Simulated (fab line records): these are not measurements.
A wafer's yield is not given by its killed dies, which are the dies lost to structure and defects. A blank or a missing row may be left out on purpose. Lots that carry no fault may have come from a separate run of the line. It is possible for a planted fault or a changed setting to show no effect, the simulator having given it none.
fab line records | flow sky130
record: lots: 6 | wafers: 18 | last-day: 50
route steps=708 shown METAL3@561 VIA3@573
lots untouched by any fault: they come from a run of this same line in which no faults occurred
start-h: the number of hours between the record's first day and the start of the first shown wafer of the lot | wait-h: time in hours since the lot's previous step | " unchanged from the row above | L1.1+2: several wafers, shown together as one row | - either no value or no given start | * or withheld: withheld | < > ~ a bound
route shown NAME@n: NAME is a module with steps in the file, n the number in the route of the first one | usual: the fault-free wafers' mean and standard deviation | same: alike in all rows | chamber/n: place in a boat | sites: per-site readings | _std_site: the values' standard deviation | _edge_site: outer sites' mean less inner sites' | radius-mm: for every site, how far away it sits from the centre of the wafer | mask NAME#n: copy n | behind: the tool/chamber that last shaped the wafer | hold: the reason the lot was held/the length of the hold in hours/how it ended | device: the transistor (n, p or np) that didn't switch | end of line: the tests these same wafers got at the end of their route | where a step has no rows: the recipe by itself | killed: the dies lost at the first sort to structure and to defects; this is not the yield of the wafer | map: per-die view of a wafer (x killed, . not killed, _ where there is no die)
set.NAME: the run value of the setting; set.NAME@STEP: its run value at that earlier step | model.NAME: the simulator's own value behind a step, which no gauge read
lots seen at some steps along the route; tables by step, rows by wafer
services: a tool's chamber out of use, with start hour (start-h, from the record's first day; less than 0 if before it), hours out, and reason
== steps ==
step: SKY_METAL3_PEB_11
recipe: peb-temp-c: withheld | peb-time-s: withheld | resist: KrF-thick
step: SKY_METAL3_DEVELOP_12
recipe: develop-time-s: 60 | resist: KrF-thick | dev-temp-c: 21
step: SKY_METAL3_CD_MEAS_13
recipe: target-cd-nm: 300
usual: cd-nm: 299.8/1.3
lot.wafer | tool      | chamber | start-h | wait-h | cd-nm
L179.2    | cd-sem-02 | -       | 928.95  | -      | 301.1
L179.5    | "         | -       | "       | "      | 300.4
L179.6    | "         | -       | "       | "      | 302.0
L183.1    | cd-sem-02 | -       | 955.94  | -      | 299.1
L183.2    | "         | -       | "       | "      | 299.7
L183.5    | "         | -       | "       | "      | 298.6
L184.1    | cd-sem-02 | -       | 974.84  | -      | 299.1
L184.2    | "         | -       | "       | "      | 297.5
L184.5    | "         | -       | "       | "      | 298.0
L196.3    | cd-sem-01 | -       | 1045.93 | -      | 299.0
L196.4    | "         | -       | "       | "      | 298.9
L196.6    | "         | -       | "       | "      | 298.8
L198.1    | cd-sem-02 | -       | 1067.13 | -      | 299.1
L198.4    | "         | -       | "       | "      | 298.6
L198.5    | "         | -       | "       | "      | 298.7
L199.3    | cd-sem-02 | -       | 1075.55 | -      | 298.9
L199.5    | "         | -       | "       | "      | 298.9
L199.6    | "         | -       | "       | "      | 299.1
step: SKY_METAL3_OVL_MEAS_14
usual: METAL3_OVL: 4/5.4
lot.wafer | tool       | chamber | start-h | wait-h | METAL3_OVL[nm]
L179.2    | overlay-01 | -       | 929.06  | 0.1    | 5
L179.5    | "          | -       | "       | "      | 5
L179.6    | "          | -       | "       | "      | 10
L183.1    | overlay-02 | -       | 956.06  | 0.1    | 10
L183.2    | "          | -       | "       | "      | 3
L183.5    | "          | -       | "       | "      | 7
L184.1    | overlay-02 | -       | 974.96  | 0.1    | 11
L184.2    | "          | -       | "       | "      | 8
L184.5    | "          | -       | "       | "      | 12
L196.3    | overlay-01 | -       | 1046.03 | 0.1    | 9
L196.4    | "          | -       | "       | "      | 4
L196.6    | "          | -       | "       | "      | 0
L198.1    | overlay-02 | -       | 1067.25 | 0.1    | -1
L198.4    | "          | -       | "       | "      | 0
L198.5    | "          | -       | "       | "      | 2
L199.3    | overlay-02 | -       | 1075.64 | 0.1    | 1
L199.5    | "          | -       | "       | "      | 0
L199.6    | "          | -       | "       | "      | 7
step: SKY_METAL3_DESCUM_15
recipe: chemistry: O2 | source-power-w: 150 | bias-power-w: 0 | pressure-mtorr: 10 | temp-c: 40 | time-s: 8
usual: drypump-motor-current-A: 5.59/0.26 | oes-product-au: 1.006/0.011
lot.wafer | tool         | chamber | start-h | wait-h | drypump-motor-current-A | oes-product-au | rf-hours-counter-h
L179.2    | rie-metal-02 | 0       | 929.09  | 0.0    | 5.47                    | 0.996          | 17
L179.5    | "            | 1       | "       | "      | 5.50                    | 1.008          | -
L179.6    | "            | 0       | "       | "      | 5.45                    | 1.000          | -
L183.1    | rie-metal-03 | 0       | 956.10  | 0.0    | 5.66                    | 1.005          | 19
L183.2    | "            | 1       | "       | "      | 5.81                    | 1.016          | 2
L183.5    | "            | 1       | "       | "      | 5.78                    | 1.005          | -
L184.1    | rie-metal-01 | 1       | 975.00  | 0.0    | 5.12                    | 1.009          | 13
L184.2    | "            | 0       | "       | "      | 6.05                    | 1.026          | 11
L184.5    | "            | 1       | "       | "      | 5.14                    | 1.007          | -
L196.3    | rie-metal-02 | 1       | 1046.06 | 0.0    | 5.50                    | 1.009          | -
L196.4    | "            | 0       | "       | "      | 5.47                    | 1.000          | -
L196.6    | "            | 0       | "       | "      | 5.47                    | 0.991          | -
L198.1    | rie-metal-01 | 0       | 1067.29 | 0.0    | 6.00                    | 1.014          | 16
L198.4    | "            | 1       | "       | "      | 5.11                    | 1.002          | -
L198.5    | "            | 1       | "       | "      | 5.09                    | 0.998          | -
L199.3    | rie-metal-02 | 0       | 1075.67 | 0.0    | 5.48                    | 1.010          | -
L199.5    | "            | 1       | "       | "      | 5.49                    | 1.008          | -
L199.6    | "            | 0       | "       | "      | 5.47                    | 1.005          | -
step: SKY_METAL3_ETCH_16
recipe: chemistry: N2/H2 | target: BARC | ion-energy-ev: 200 | bias-w: 100 | pressure-mtorr: 30 | n2-flow-sccm: 100 | h2-flow-sccm: 200 | icp-w: 500 | stop-on: SiO2 | time-s: 88.2 | target-depth-a: 600
usual: bias-w: 100.02/0.29 | drypump-motor-current-A: 5.60/0.26 | oes-product-au: 0.626/0.0044 | throttle-valve-pct: 13.205/0.0095
lot.wafer | tool         | chamber | start-h | wait-h | bias-w | drypump-motor-current-A | oes-product-au | rf-hours-counter-h | throttle-valve-pct
L179.2    | rie-metal-02 | 0       | 929.12  | 0.0    | 99.52  | 5.48                    | 0.627          | 17                 | 13.210
L179.5    | "            | 1       | "       | "      | 99.95  | 5.50                    | 0.626          | -                  | 13.210
L179.6    | "            | 0       | "       | "      | 99.73  | 5.46                    | 0.632          | -                  | 13.189
L183.1    | rie-metal-03 | 0       | 956.13  | 0.0    | 100.09 | 5.69                    | 0.628          | 19                 | 13.204
L183.2    | "            | 1       | "       | "      | 100.04 | 5.86                    | 0.631          | 2                  | 13.202
L183.5    | "            | 1       | "       | "      | 99.92  | 5.84                    | 0.637          | -                  | 13.190
L184.1    | rie-metal-01 | 1       | 975.03  | 0.0    | 99.79  | 5.14                    | 0.631          | 13                 | 13.193
L184.2    | "            | 0       | "       | "      | 100.14 | 6.06                    | 0.627          | 11                 | 13.199
L184.5    | "            | 1       | "       | "      | 100.10 | 5.13                    | 0.623          | -                  | 13.185
L196.3    | rie-metal-02 | 1       | 1046.11 | 0.0    | 99.88  | 5.52                    | 0.619          | -                  | 13.203
L196.4    | "            | 0       | "       | "      | 99.51  | 5.46                    | 0.634          | -                  | 13.197
L196.6    | "            | 0       | "       | "      | 99.91  | 5.47                    | 0.623          | -                  | 13.220
L198.1    | rie-metal-01 | 0       | 1067.32 | 0.0    | 99.99  | 6.05                    | 0.620          | 16                 | 13.203
L198.4    | "            | 1       | "       | "      | 99.96  | 5.12                    | 0.627          | -                  | 13.205
L198.5    | "            | 1       | "       | "      | 100.49 | 5.10                    | 0.632          | -                  | 13.194
L199.3    | rie-metal-02 | 0       | 1075.73 | 0.0    | 99.92  | 5.46                    | 0.634          | -                  | 13.199
L199.5    | "            | 1       | "       | "      | 100.30 | 5.50                    | 0.624          | -                  | 13.185
L199.6    | "            | 0       | "       | "      | 100.30 | 5.45                    | 0.631          | -                  | 13.203
step: SKY_METAL3_ETCH_17
recipe: target: SiO2 | stop-on: TiN | chemistry: C4F8/O2/Ar | source-w: 1500 | bias-w: 1200 | pressure-mtorr: 40 | c4f8-flow-sccm: withheld | O2_flow_sccm: 6 | Ar_flow_sccm: 300 | time-s: 3.9 | target-depth-a: 150
usual: bias-w: 1200/3.9 | oes-product-au: 0.756/0.0072
lot.wafer | tool        | chamber | start-h | wait-h | bias-w | oes-product-au | rf-hours-counter-h
L179.2    | rie-diel-04 | 3       | 929.22  | 0.1    | 1194   | 0.749          | 19
L179.5    | "           | 3       | "       | "      | 1193   | 0.761          | -
L179.6    | "           | 2       | "       | "      | 1193   | 0.763          | -
L183.1    | rie-diel-03 | 1       | 956.23  | 0.1    | 1195   | 0.759          | 3
L183.2    | "           | 0       | "       | "      | 1193   | 0.746          | 8
L183.5    | "           | 0       | "       | "      | 1193   | 0.754          | -
L184.1    | rie-diel-03 | 2       | 975.13  | 0.1    | 1206   | 0.744          | 2
L184.2    | "           | 0       | "       | "      | 1198   | 0.764          | 8
L184.5    | "           | 3       | "       | "      | 1197   | 0.754          | -
L196.3    | rie-diel-03 | 2       | 1046.18 | 0.0    | 1200   | 0.744          | 4
L196.4    | "           | 0       | "       | "      | 1194   | 0.745          | 10
L196.6    | "           | 3       | "       | "      | 1204   | 0.753          | -
L198.1    | rie-diel-03 | 2       | 1067.42 | 0.1    | 1197   | 0.762          | 5
L198.4    | "           | 1       | "       | "      | 1203   | 0.770          | -
L198.5    | "           | 2       | "       | "      | 1197   | 0.755          | -
L199.3    | rie-diel-01 | 3       | 1075.79 | 0.0    | 1202   | 0.755          | 23
L199.5    | "           | 1       | "       | "      | 1199   | 0.764          | -
L199.6    | "           | 2       | "       | "      | 1200   | 0.766          | -
step: SKY_METAL3_METAL_ETCH_18
recipe: target-depth-a: 8450 | stop-on: SiO2 | over-etch-frac: 0.3 | time-s: 183.1 | chemistry: Cl2/BCl3 | resist-sidewall-deg: 88 | pressure-mtorr: 10 | icp-w: 900 | bias-w: 48.5 | Cl2_flow_sccm: 60 | bcl3-flow-sccm: 30
usual: bcl3-flow-sccm: 30.00/0.1 | bias-w: 48.51/0.12 | drypump-motor-current-A: 5.6/0.33 | oes-product-au: 0.866/0.0065 | throttle-valve-pct: 22.263/0.0088
lot.wafer | tool         | chamber | start-h | wait-h | bcl3-flow-sccm | bias-w | drypump-motor-current-A | oes-product-au | rf-hours-counter-h | throttle-valve-pct
L179.2    | rie-metal-01 | 1       | 929.24  | 0.0    | 29.91          | 48.50  | 5.1                     | 0.862          | 11                 | 22.275
L179.5    | "            | 0       | "       | "      | 30.17          | 48.52  | 6.0                     | 0.861          | -                  | 22.259
L179.6    | "            | 1       | "       | "      | 29.80          | 48.47  | 5.1                     | 0.878          | -                  | 22.254
L183.1    | rie-metal-02 | 0       | 956.25  | 0.0    | 30.09          | 48.52  | 5.5                     | 0.872          | 19                 | 22.264
L183.2    | "            | 1       | "       | "      | 30.05          | 48.33  | 5.5                     | 0.874          | 12                 | 22.277
L183.5    | "            | 0       | "       | "      | 29.98          | 48.26  | 5.5                     | 0.873          | -                  | 22.269
L184.1    | rie-metal-02 | 1       | 975.15  | 0.0    | 29.91          | 48.27  | 5.5                     | 0.859          | 13                 | 22.268
L184.2    | "            | 0       | "       | "      | 30.01          | 48.52  | 5.5                     | 0.869          | 20                 | 22.276
L184.5    | "            | 1       | "       | "      | 29.89          | 48.45  | 5.6                     | 0.874          | -                  | 22.256
L196.3    | rie-metal-01 | 1       | 1046.26 | 0.1    | 29.94          | 48.58  | 5.1                     | 0.862          | -                  | 22.259
L196.4    | "            | 0       | "       | "      | 30.05          | 48.38  | 6.1                     | 0.864          | -                  | 22.257
L196.6    | "            | 0       | "       | "      | 29.78          | 48.69  | 6.1                     | 0.874          | -                  | 22.259
L198.1    | rie-metal-03 | 0       | 1067.44 | 0.0    | 29.86          | 48.72  | 5.6                     | 0.869          | 0                  | 22.262
L198.4    | "            | 1       | "       | "      | 30.08          | 48.33  | 5.8                     | 0.865          | -                  | 22.250
L198.5    | "            | 0       | "       | "      | 30.06          | 48.77  | 5.7                     | 0.859          | -                  | 22.251
L199.3    | rie-metal-01 | 0       | 1075.87 | 0.1    | 30.16          | 48.60  | 6.1                     | 0.869          | -                  | 22.261
L199.5    | "            | 0       | "       | "      | 30.18          | 48.87  | 6.0                     | 0.879          | -                  | 22.267
L199.6    | "            | 1       | "       | "      | 29.99          | 48.54  | 5.1                     | 0.878          | -                  | 22.263
step: SKY_METAL3_STRIP_19
recipe: chemistry: O2/N2 | power-w: 1400 | pressure-mtorr: 1500 | platen-temp-c: withheld | o2-flow-sccm: 3000 | n2-flow-sccm: 300 | overash-fraction: 0.5
step: SKY_METAL3_STRIP_20
recipe: chemistry: post-etch-residue-remover | time-s: 1200 | temp-c: 72.5
step: SKY_METAL3_CLEAN_21
recipe: chemistry: IPA | time-s: 180 | temp-c: 25
step: SKY_METAL3_CLEAN_22
recipe: chemistry: O3/DIW | dry: n2-spin
step: SKY_VIA3_HDPCVD_00
recipe: material: SiO2 | target-thk-nm: 1635 | sigma-open-frac: 0.3 | time-s: 272.5 | temp-c: 400 | sih4-flow-sccm: 60 | pressure-mtorr: 6
usual: sih4-flow-sccm: 59.98/0.17
lot.wafer | tool      | chamber | start-h | wait-h | sih4-flow-sccm | model.SiO2_of_VIA3_HDPCVD_00.thk-nm
L179.2    | hdpcvd-01 | 2       | 930.01  | 0.0    | 60.08          | 1650
L179.5    | "         | 1       | "       | "      | 59.90          | 1647
L179.6    | "         | 2       | "       | "      | 59.73          | 1666
L183.1    | hdpcvd-02 | 1       | 957.06  | 0.0    | 71.96          | 1920
L183.2    | "         | 0       | "       | "      | 60.15          | 1592
L183.5    | "         | 1       | "       | "      | 71.88          | 1930
L184.1    | hdpcvd-02 | 0       | 975.92  | 0.0    | 60.01          | 1614
L184.2    | "         | 1       | "       | "      | 72.20          | 1938
L184.5    | "         | 1       | "       | "      | 72.03          | 1919
L196.3    | hdpcvd-02 | 0       | 1047.41 | 0.0    | 59.83          | 1609
L196.4    | "         | 0       | "       | "      | 59.91          | 1620
L196.6    | "         | 1       | "       | "      | 60.06          | 1621
L198.1    | hdpcvd-02 | 1       | 1068.29 | 0.0    | 60.02          | 1616
L198.4    | "         | 0       | "       | "      | 60.11          | 1602
L198.5    | "         | 2       | "       | "      | 59.97          | 1625
L199.3    | hdpcvd-02 | 0       | 1076.58 | 0.0    | 59.99          | 1619
L199.5    | "         | 0       | "       | "      | 59.98          | 1625
L199.6    | "         | 2       | "       | "      | 59.98          | 1646
step: SKY_VIA3_THK_MEAS_01
recipe: reads: SiO2_of_VIA3_HDPCVD_00
usual: VIA3_HDPCVD_THK: 1630/23
lot.wafer | tool          | chamber | start-h | wait-h | VIA3_HDPCVD_THK[nm]
L179.2    | film-metro-04 | -       | 930.18  | 0.1    | 1650
L179.5    | "             | -       | "       | "      | 1647
L179.6    | "             | -       | "       | "      | 1665
L183.1    | film-metro-04 | -       | 957.23  | 0.1    | 1920
L183.2    | "             | -       | "       | "      | 1592
L183.5    | "             | -       | "       | "      | 1931
L184.1    | film-metro-02 | -       | 976.08  | 0.1    | 1615
L184.2    | "             | -       | "       | "      | 1938
L184.5    | "             | -       | "       | "      | 1918
L196.3    | film-metro-03 | -       | 1047.59 | 0.1    | 1609
L196.4    | "             | -       | "       | "      | 1620
L196.6    | "             | -       | "       | "      | 1620
L198.1    | film-metro-02 | -       | 1068.46 | 0.1    | 1615
L198.4    | "             | -       | "       | "      | 1602
L198.5    | "             | -       | "       | "      | 1624
L199.3    | film-metro-04 | -       | 1076.77 | 0.1    | 1619
L199.5    | "             | -       | "       | "      | 1625
L199.6    | "             | -       | "       | "      | 1645
step: SKY_VIA3_CMP_02
recipe: material: SiO2 | down-force-psi: 4 | platen-rpm: 60 | pad-velocity-m-s: 0.94248
usual: motor-current-A: 11.7/1.2
lot.wafer | tool   | chamber | start-h | wait-h | motor-current-A
L179.2    | cmp-02 | 2       | 930.33  | 0.1    | 13.1
L179.6    | "      | 0       | "       | "      | 10.9
L179.5    | "      | 1       | "       | "      | 11.5
L183.1    | cmp-02 | 3       | 957.29  | 0.1    | 12.0
L183.2    | "      | 0       | "       | "      | 10.5
L183.5    | "      | 0       | "       | "      | 10.3
L184.1    | cmp-01 | 3       | 976.14  | 0.1    | 13.5
L184.2    | "      | 0       | "       | "      | 10.6
L184.5    | "      | 3       | "       | "      | 12.8
L196.3    | cmp-01 | 3       | 1047.68 | 0.1    | 13.5
L196.4    | "      | 0       | "       | "      | 10.5
L196.6    | "      | 2       | "       | "      | 9.5
L198.1    | cmp-02 | 3       | 1068.62 | 0.1    | 12.0
L198.4    | "      | 0       | "       | "      | 10.1
L198.5    | "      | 1       | "       | "      | 11.9
L199.3    | cmp-01 | 2       | 1076.96 | 0.2    | 10.3
L199.6    | "      | 3       | "       | "      | 13.8
L199.5    | "      | 0       | "       | "      | 9.9
== services ==
tool         | chamber | start-h | hours | kind
cmp-01       | -       | 911.82  | 1.1   | repair
cmp-02       | -       | 912.41  | 4.0   | pm
cmp-01       | -       | 916.41  | 6.4   | pm
rie-diel-04  | 3       | 934.55  | 16.0  | repair
rie-diel-04  | 0       | 947.99  | 9.5   | repair
hdpcvd-01    | -       | 950.25  | 15.0  | pm
rie-diel-01  | 3       | 961.16  | 3.8   | repair
hdpcvd-02    | -       | 978.59  | 0.5   | repair
cmp-01       | -       | 981.64  | 1.1   | repair
rie-diel-04  | 3       | 989.03  | 6.4   | repair
rie-metal-02 | -       | 997.21  | 1.5   | repair
rie-diel-03  | 2       | 1004.32 | 1.4   | repair
cmp-02       | -       | 1006.37 | 0.3   | repair
rie-metal-03 | -       | 1008.56 | 14.6  | pm
cmp-02       | -       | 1010.78 | 0.5   | repair
rie-diel-03  | 0       | 1011.33 | 5.5   | repair
rie-metal-01 | -       | 1012.74 | 2.8   | pm
rie-diel-01  | -       | 1014.01 | 15.6  | pm
rie-diel-03  | -       | 1018.14 | 0.6   | repair
rie-diel-04  | -       | 1024.61 | 2.8   | pm
rie-metal-03 | -       | 1044.14 | 2.8   | pm
rie-diel-04  | -       | 1044.61 | 1.1   | repair
hdpcvd-01    | -       | 1046.98 | 2.8   | pm
rie-diel-03  | 0       | 1062.34 | 5.9   | repair
== key ==
first-sign: step: SKY_VIA3_HDPCVD_00 | reading: sih4-flow-sccm | direction: up | sigmas: 70 | usual: 59.98 | struck: 72.02
effect: step: SKY_VIA3_THK_MEAS_01 | reading: VIA3_HDPCVD_THK | direction: up | sigmas: 13 | usual: 1630 | struck: 1927
model-effect: step: SKY_VIA3_HDPCVD_00 | value: SiO2_of_VIA3_HDPCVD_00.thk-nm | without: 1600 | struck: 1927
met-at SKY_VIA3_HDPCVD_00
struck-wafers L183.1,L183.5,L184.2,L184.5
fault: kind: process-parameter-drift | tool: hdpcvd-02 | chamber: 1 | onset-h: 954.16 | steps: SKY_VIA3_HDPCVD_00 | channel: sih4-flow-sccm | offset: 12 | shape: step | end-h: 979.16 | acts-in: these-recipes-only | stated: 60
